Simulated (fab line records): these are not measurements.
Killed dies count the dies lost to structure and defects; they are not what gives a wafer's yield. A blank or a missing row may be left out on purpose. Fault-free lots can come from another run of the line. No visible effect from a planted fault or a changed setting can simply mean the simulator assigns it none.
Which tool is to blame? / flow sky130 / Sampling: 14 lots, 42 wafers, 6 of 708 route steps

WHAT THE GAUGES SHOWED, per wafer
SKY_NWELL_OVL_MEAS_10.
lot=L991; measured=day 4 15:16; on=overlay-02; NWELL_00_OVL (nm)=-1.1 0.3 0.0
lot=L994; measured=day 5 03:19; on=overlay-01; NWELL_00_OVL (nm)=1.5 -0.2 2.4
lot=L997; measured=day 5 23:01; on=overlay-01; NWELL_00_OVL (nm)=0.2 0.7 0.9
lot=L999; measured=day 6 13:17; on=overlay-02; NWELL_00_OVL (nm)=2.0 1.3 1.8
lot=L101; measured=day 7 17:34; on=overlay-01; NWELL_00_OVL (nm)=2.6 1.4 0.5
lot=L104; measured=day 7 21:08; on=overlay-02; NWELL_00_OVL (nm)=-0.2 0.2 -1.5
lot=L105; measured=day 8 04:59; on=overlay-02; NWELL_00_OVL (nm)=1.3 2.1 1.5
lot=L106; measured=day 8 05:28; on=overlay-01; NWELL_00_OVL (nm)=3.8 1.6 1.1
lot=L109; measured=day 8 23:16; on=overlay-01; NWELL_00_OVL (nm)=-0.5 0.8 -0.3
lot=L108; measured=day 8 23:37; on=overlay-01; NWELL_00_OVL (nm)=2.4 1.1 1.0
lot=L110; measured=day 9 04:40; on=overlay-02; NWELL_00_OVL (nm)=0.4 2.1 2.0
lot=L112; measured=day 9 13:29; on=overlay-01; NWELL_00_OVL (nm)=0.2 2.8 0.2
lot=L113; measured=day 9 19:31; on=overlay-01; NWELL_00_OVL (nm)=-0.4 -1.8 1.0
lot=L114; measured=day 10 02:32; on=overlay-02; NWELL_00_OVL (nm)=0.3 0.1 -1.2

SKY_VT_ADJUST_HVTP_OVL_MEAS_08.
lot=L991; measured=day 6 01:44; on=overlay-01; VT_ADJUST_HVTP_OVL (nm)=0.4 -0.3 0.6
lot=L994; measured=day 6 15:59; on=overlay-02; VT_ADJUST_HVTP_OVL (nm)=1.2 1.3 -0.1
lot=L997; measured=day 7 14:18; on=overlay-02; VT_ADJUST_HVTP_OVL (nm)=1.0 0.3 1.4
lot=L999; measured=day 8 05:53; on=overlay-01; VT_ADJUST_HVTP_OVL (nm)=0.0 -0.5 1.7
lot=L101; measured=day 9 12:06; on=overlay-02; VT_ADJUST_HVTP_OVL (nm)=-1.8 -1.7 0.2
lot=L104; measured=day 9 14:54; on=overlay-02; VT_ADJUST_HVTP_OVL (nm)=0.6 0.1 -0.1
lot=L105; measured=day 10 00:02; on=overlay-01; VT_ADJUST_HVTP_OVL (nm)=0.3 -0.4 1.6
lot=L106; measured=day 10 00:54; on=overlay-02; VT_ADJUST_HVTP_OVL (nm)=0.1 0.4 -1.2
lot=L109; measured=day 10 19:17; on=overlay-02; VT_ADJUST_HVTP_OVL (nm)=0.0 -0.9 0.1
lot=L108; measured=day 10 20:31; on=overlay-02; VT_ADJUST_HVTP_OVL (nm)=2.6 -1.0 0.1
lot=L110; measured=day 11 01:57; on=overlay-01; VT_ADJUST_HVTP_OVL (nm)=0.8 0.9 0.9
lot=L112; measured=day 11 11:48; on=overlay-01; VT_ADJUST_HVTP_OVL (nm)=2.2 3.2 -0.3
lot=L113; measured=day 11 17:16; on=overlay-02; VT_ADJUST_HVTP_OVL (nm)=-0.5 -1.1 -0.6
lot=L114; measured=day 12 02:26; on=overlay-01; VT_ADJUST_HVTP_OVL (nm)=-0.9 2.2 0.5

SKY_VT_ADJUST_HVTP_TW_MEAS_11.
lot=L991; measured=day 6 02:02; on=film metro-02; VT_ADJUST_HVTP_TW=1343 1341 1336
lot=L994; measured=day 6 16:16; on=film metro-02; VT_ADJUST_HVTP_TW=1346 1343 1343
lot=L997; measured=day 7 14:35; on=film metro-04; VT_ADJUST_HVTP_TW=1371 1371 1372
lot=L999; measured=day 8 06:10; on=film metro-04; VT_ADJUST_HVTP_TW=1371 1370 1363
lot=L101; measured=day 9 12:23; on=film metro-04; VT_ADJUST_HVTP_TW=1367 1366 1358
lot=L104; measured=day 9 15:11; on=film metro-02; VT_ADJUST_HVTP_TW=30 30 30
lot=L105; measured=day 10 00:19; on=film metro-02; VT_ADJUST_HVTP_TW=30 30 30
lot=L106; measured=day 10 01:11; on=film metro-02; VT_ADJUST_HVTP_TW=1347 1344 1346
lot=L109; measured=day 10 19:34; on=film metro-04; VT_ADJUST_HVTP_TW=1368 1361 1354
lot=L108; measured=day 10 20:48; on=film metro-03; VT_ADJUST_HVTP_TW=1344 1349 1346
lot=L110; measured=day 11 02:15; on=film metro-04; VT_ADJUST_HVTP_TW=1365 1363 1359
lot=L112; measured=day 11 12:05; on=film metro-03; VT_ADJUST_HVTP_TW=1356 1355 1362
lot=L113; measured=day 11 17:33; on=film metro-02; VT_ADJUST_HVTP_TW=1338 1347 1339
lot=L114; measured=day 12 02:43; on=film metro-04; VT_ADJUST_HVTP_TW=1365 1355 1362

WHAT TOOL EACH LOT RAN ON (gives the tool, then ch and the chambers of the sampled wafers, and finally the start)
lot=L991; SKY_DNWELL_STRIP_08=plasma asher-01 ch 0,1, day 3 05:44; SKY_NWELL_STRIP_25=plasma asher-02 ch 0,1, day 5 08:08; SKY_VT_ADJUST_HVTP_STRIP_10=plasma asher-04 ch 0,1, day 6 01:55
lot=L994; SKY_DNWELL_STRIP_08=plasma asher-02 ch 0,1, day 3 17:50; SKY_NWELL_STRIP_25=plasma asher-03 ch 0,1, day 5 20:50; SKY_VT_ADJUST_HVTP_STRIP_10=plasma asher-02 ch 0,1, day 6 16:10
lot=L997; SKY_DNWELL_STRIP_08=plasma asher-02 ch 0,1, day 4 12:53; SKY_NWELL_STRIP_25=plasma asher-02 ch 0,1, day 6 18:05; SKY_VT_ADJUST_HVTP_STRIP_10=plasma asher-01 ch 0,1, day 7 14:29
lot=L999; SKY_DNWELL_STRIP_08=plasma asher-01 ch 0,1, day 5 01:44; SKY_NWELL_STRIP_25=plasma asher-04 ch 0,1, day 7 09:17; SKY_VT_ADJUST_HVTP_STRIP_10=plasma asher-02 ch 0,1, day 8 06:04
lot=L101; SKY_DNWELL_STRIP_08=plasma asher-02 ch 0,1, day 6 03:20; SKY_NWELL_STRIP_25=plasma asher-03 ch 0,1, day 8 14:40; SKY_VT_ADJUST_HVTP_STRIP_10=plasma asher-04 ch 0,1, day 9 12:17
lot=L104; SKY_DNWELL_STRIP_08=plasma asher-03 ch 0,1, day 6 05:59; SKY_NWELL_STRIP_25=plasma asher-02 ch 0,1, day 8 17:26; SKY_VT_ADJUST_HVTP_STRIP_10=plasma asher-04 ch 0,1, day 9 15:05
lot=L105; SKY_DNWELL_STRIP_08=plasma asher-03 ch 0,1, day 6 13:02; SKY_NWELL_STRIP_25=plasma asher-04 ch 0,1, day 9 02:35; SKY_VT_ADJUST_HVTP_STRIP_10=plasma asher-04 ch 0,1, day 10 00:13
lot=L106; SKY_DNWELL_STRIP_08=plasma asher-01 ch 0,1, day 6 13:23; SKY_NWELL_STRIP_25=plasma asher-02 ch 0,1, day 9 02:56; SKY_VT_ADJUST_HVTP_STRIP_10=plasma asher-04 ch 0,1, day 10 01:05
lot=L109; SKY_DNWELL_STRIP_08=plasma asher-01 ch 1, day 7 07:23; SKY_NWELL_STRIP_25=plasma asher-02 ch 0,1, day 9 20:44; SKY_VT_ADJUST_HVTP_STRIP_10=plasma asher-02 ch 0,1, day 10 19:28
lot=L108; SKY_DNWELL_STRIP_08=plasma asher-03 ch 1, day 7 07:28; SKY_NWELL_STRIP_25=plasma asher-03 ch 0,1, day 9 21:35; SKY_VT_ADJUST_HVTP_STRIP_10=plasma asher-04 ch 0,1, day 10 20:41
lot=L110; SKY_DNWELL_STRIP_08=plasma asher-01 ch 0,1, day 7 12:52; SKY_NWELL_STRIP_25=plasma asher-03 ch 0,1, day 10 02:38; SKY_VT_ADJUST_HVTP_STRIP_10=plasma asher-01 ch 0,1, day 11 02:10
lot=L112; SKY_DNWELL_STRIP_08=plasma asher-02 ch 0,1, day 7 19:55; SKY_NWELL_STRIP_25=plasma asher-04 ch 0, day 10 11:56; SKY_VT_ADJUST_HVTP_STRIP_10=plasma asher-04 ch 0,1, day 11 11:59
lot=L113; SKY_DNWELL_STRIP_08=plasma asher-01 ch 0,1, day 8 02:08; SKY_NWELL_STRIP_25=plasma asher-04 ch 1, day 10 17:51; SKY_VT_ADJUST_HVTP_STRIP_10=plasma asher-02 ch 0,1, day 11 17:26
lot=L114; SKY_DNWELL_STRIP_08=plasma asher-02 ch 0,1, day 8 08:23; SKY_NWELL_STRIP_25=plasma asher-04 ch 0,1, day 11 01:26; SKY_VT_ADJUST_HVTP_STRIP_10=plasma asher-02 ch 0,1, day 12 02:37
- SKY_DNWELL_STRIP_08: strips in O2/N2.
- SKY_NWELL_STRIP_25: strips in O2/N2.
- SKY_VT_ADJUST_HVTP_STRIP_10: strips in O2/N2.

WHAT THE TOOLS THEMSELVES READ (means of the sampled wafers that have a number; where no wafer has one, the mark that the record gives instead)
SKY_DNWELL_STRIP_08.
lot=L991; tool=plasma asher-01; chamber pressure mTorr (mTorr)=1501.3; drypump motor current A (A)=5.84; oes product au (a.u.)=0.719; strip time to endpoint s (s)=36.99
lot=L994; tool=plasma asher-02; chamber pressure mTorr (mTorr)=1499.8; drypump motor current A (A)=5.55; oes product au (a.u.)=0.722; strip time to endpoint s (s)=37.01
lot=L997; tool=plasma asher-02; chamber pressure mTorr (mTorr)=1498.9; drypump motor current A (A)=5.55; oes product au (a.u.)=0.725; strip time to endpoint s (s)=36.85
lot=L999; tool=plasma asher-01; chamber pressure mTorr (mTorr)=1500.1; drypump motor current A (A)=5.62; oes product au (a.u.)=0.725; strip time to endpoint s (s)=36.99
lot=L101; tool=plasma asher-02; chamber pressure mTorr (mTorr)=1499.4; drypump motor current A (A)=5.55; oes product au (a.u.)=0.724; strip time to endpoint s (s)=36.91
lot=L104; tool=plasma asher-03; chamber pressure mTorr (mTorr)=1501.1; drypump motor current A (A)=5.46; oes product au (a.u.)=0.722; strip time to endpoint s (s)=36.79
lot=L105; tool=plasma asher-03; chamber pressure mTorr (mTorr)=1501.2; drypump motor current A (A)=5.45; oes product au (a.u.)=0.725; strip time to endpoint s (s)=36.97
lot=L106; tool=plasma asher-01; chamber pressure mTorr (mTorr)=1500.7; drypump motor current A (A)=5.62; oes product au (a.u.)=0.720; strip time to endpoint s (s)=37.02
lot=L109; tool=plasma asher-01; chamber pressure mTorr (mTorr)=1499.4; drypump motor current A (A)=5.44; oes product au (a.u.)=0.726; strip time to endpoint s (s)=36.87
lot=L108; tool=plasma asher-03; chamber pressure mTorr (mTorr)=1500.0; drypump motor current A (A)=5.15; oes product au (a.u.)=0.724; strip time to endpoint s (s)=36.82
lot=L110; tool=plasma asher-01; chamber pressure mTorr (mTorr)=1500.3; drypump motor current A (A)=5.84; oes product au (a.u.)=0.723; strip time to endpoint s (s)=36.79
lot=L112; tool=plasma asher-02; chamber pressure mTorr (mTorr)=1499.6; drypump motor current A (A)=5.64; oes product au (a.u.)=0.720; strip time to endpoint s (s)=36.98
lot=L113; tool=plasma asher-01; chamber pressure mTorr (mTorr)=1500.1; drypump motor current A (A)=5.81; oes product au (a.u.)=0.719; strip time to endpoint s (s)=37.09
lot=L114; tool=plasma asher-02; chamber pressure mTorr (mTorr)=1500.4; drypump motor current A (A)=5.55; oes product au (a.u.)=0.722; strip time to endpoint s (s)=36.88

SKY_NWELL_STRIP_25.
lot=L991; tool=plasma asher-02; chamber pressure mTorr (mTorr)=1499.9; drypump motor current A (A)=5.6; oes product au (a.u.)=0.716; strip time to endpoint s (s)=36.94
lot=L994; tool=plasma asher-03; chamber pressure mTorr (mTorr)=1501.4; drypump motor current A (A)=5.5; oes product au (a.u.)=0.722; strip time to endpoint s (s)=37.06
lot=L997; tool=plasma asher-02; chamber pressure mTorr (mTorr)=1500.4; drypump motor current A (A)=5.6; oes product au (a.u.)=0.722; strip time to endpoint s (s)=36.61
lot=L999; tool=plasma asher-04; chamber pressure mTorr (mTorr)=1499.2; drypump motor current A (A)=6.1; oes product au (a.u.)=0.724; strip time to endpoint s (s)=36.90
lot=L101; tool=plasma asher-03; chamber pressure mTorr (mTorr)=1499.6; drypump motor current A (A)=5.5; oes product au (a.u.)=0.725; strip time to endpoint s (s)=36.91
lot=L104; tool=plasma asher-02; chamber pressure mTorr (mTorr)=-; drypump motor current A (A)=-; oes product au (a.u.)=-; strip time to endpoint s (s)=-
lot=L105; tool=plasma asher-04; chamber pressure mTorr (mTorr)=-; drypump motor current A (A)=-; oes product au (a.u.)=-; strip time to endpoint s (s)=-
lot=L106; tool=plasma asher-02; chamber pressure mTorr (mTorr)=1499.0; drypump motor current A (A)=5.6; oes product au (a.u.)=0.721; strip time to endpoint s (s)=36.90
lot=L109; tool=plasma asher-02; chamber pressure mTorr (mTorr)=1501.9; drypump motor current A (A)=5.6; oes product au (a.u.)=0.723; strip time to endpoint s (s)=36.99
lot=L108; tool=plasma asher-03; chamber pressure mTorr (mTorr)=1499.8; drypump motor current A (A)=5.3; oes product au (a.u.)=0.723; strip time to endpoint s (s)=36.82
lot=L110; tool=plasma asher-03; chamber pressure mTorr (mTorr)=1499.8; drypump motor current A (A)=5.3; oes product au (a.u.)=0.721; strip time to endpoint s (s)=36.68
lot=L112; tool=plasma asher-04; chamber pressure mTorr (mTorr)=1499.2; drypump motor current A (A)=6.2; oes product au (a.u.)=0.727; strip time to endpoint s (s)=36.90
lot=L113; tool=plasma asher-04; chamber pressure mTorr (mTorr)=1501.2; drypump motor current A (A)=5.8; oes product au (a.u.)=0.721; strip time to endpoint s (s)=36.94
lot=L114; tool=plasma asher-04; chamber pressure mTorr (mTorr)=1500.6; drypump motor current A (A)=6.1; oes product au (a.u.)=0.724; strip time to endpoint s (s)=36.94

SKY_VT_ADJUST_HVTP_STRIP_10.
lot=L991; tool=plasma asher-04; chamber pressure mTorr (mTorr)=1500.2; drypump motor current A (A)=5.92; oes product au (a.u.)=0.713; strip time to endpoint s (s)=14.11
lot=L994; tool=plasma asher-02; chamber pressure mTorr (mTorr)=1500.1; drypump motor current A (A)=5.55; oes product au (a.u.)=0.717; strip time to endpoint s (s)=14.18
lot=L997; tool=plasma asher-01; chamber pressure mTorr (mTorr)=1499.5; drypump motor current A (A)=5.80; oes product au (a.u.)=0.713; strip time to endpoint s (s)=14.20
lot=L999; tool=plasma asher-02; chamber pressure mTorr (mTorr)=1500.9; drypump motor current A (A)=5.64; oes product au (a.u.)=0.714; strip time to endpoint s (s)=14.24
lot=L101; tool=plasma asher-04; chamber pressure mTorr (mTorr)=1500.9; drypump motor current A (A)=5.92; oes product au (a.u.)=0.713; strip time to endpoint s (s)=14.14
lot=L104; tool=plasma asher-04; chamber pressure mTorr (mTorr)=1498.4; drypump motor current A (A)=6.03; oes product au (a.u.)=0.732; strip time to endpoint s (s)=58.58
lot=L105; tool=plasma asher-04; chamber pressure mTorr (mTorr)=1500.7; drypump motor current A (A)=6.03; oes product au (a.u.)=0.730; strip time to endpoint s (s)=58.70
lot=L106; tool=plasma asher-04; chamber pressure mTorr (mTorr)=1499.3; drypump motor current A (A)=5.94; oes product au (a.u.)=0.717; strip time to endpoint s (s)=14.18
lot=L109; tool=plasma asher-02; chamber pressure mTorr (mTorr)=1500.3; drypump motor current A (A)=5.56; oes product au (a.u.)=0.716; strip time to endpoint s (s)=14.17
lot=L108; tool=plasma asher-04; chamber pressure mTorr (mTorr)=1500.2; drypump motor current A (A)=5.91; oes product au (a.u.)=0.723; strip time to endpoint s (s)=14.20
lot=L110; tool=plasma asher-01; chamber pressure mTorr (mTorr)=1500.0; drypump motor current A (A)=5.84; oes product au (a.u.)=0.715; strip time to endpoint s (s)=14.21
lot=L112; tool=plasma asher-04; chamber pressure mTorr (mTorr)=1501.9; drypump motor current A (A)=5.92; oes product au (a.u.)=0.716; strip time to endpoint s (s)=14.21
lot=L113; tool=plasma asher-02; chamber pressure mTorr (mTorr)=1500.2; drypump motor current A (A)=5.63; oes product au (a.u.)=0.714; strip time to endpoint s (s)=14.19
lot=L114; tool=plasma asher-02; chamber pressure mTorr (mTorr)=1501.1; drypump motor current A (A)=5.63; oes product au (a.u.)=0.714; strip time to endpoint s (s)=14.20

THE ANSWER, worked out from the rows above alone
Rule: the usual values come from the lots themselves. The widest of any qualifying gaps counts: lots, ordered by their means at a reading, are off when they make up no more than a third of the lots, leave a main group of 4 or more, and stand apart from it by 3 or more times the standard deviation of that group's means. The tables above print the reading to a certain number of digits; a main group whose means all agree to those digits is not used. A lot without any number at a reading at which 4 lots or more have one is off too. Any other lot the step has rows for is counted as sound. After the gauges, taken in route order, come the tools' own readings; for these a lot's mean is taken, as printed above. At the first step where some lot is off, the reading lying furthest off is the one used; lots without a number count as furthest.
Off: at SKY_VT_ADJUST_HVTP_TW_MEAS_11 (VT_ADJUST_HVTP_TW), L104, L105. Main group: mean 1355, sd 11.
A tool fits if, at a process step before that reading, it ran every lot that is off, and no sound lot after the first of them. The gauges at SKY_VT_ADJUST_HVTP_TW_MEAS_11 aren't tried: what is off there is off at SKY_NWELL_STRIP_25 too, on other tools, and a gauge's error can't cause that. None of those tried fits.

WHAT WAS PUT IN BY THE SIMULATOR
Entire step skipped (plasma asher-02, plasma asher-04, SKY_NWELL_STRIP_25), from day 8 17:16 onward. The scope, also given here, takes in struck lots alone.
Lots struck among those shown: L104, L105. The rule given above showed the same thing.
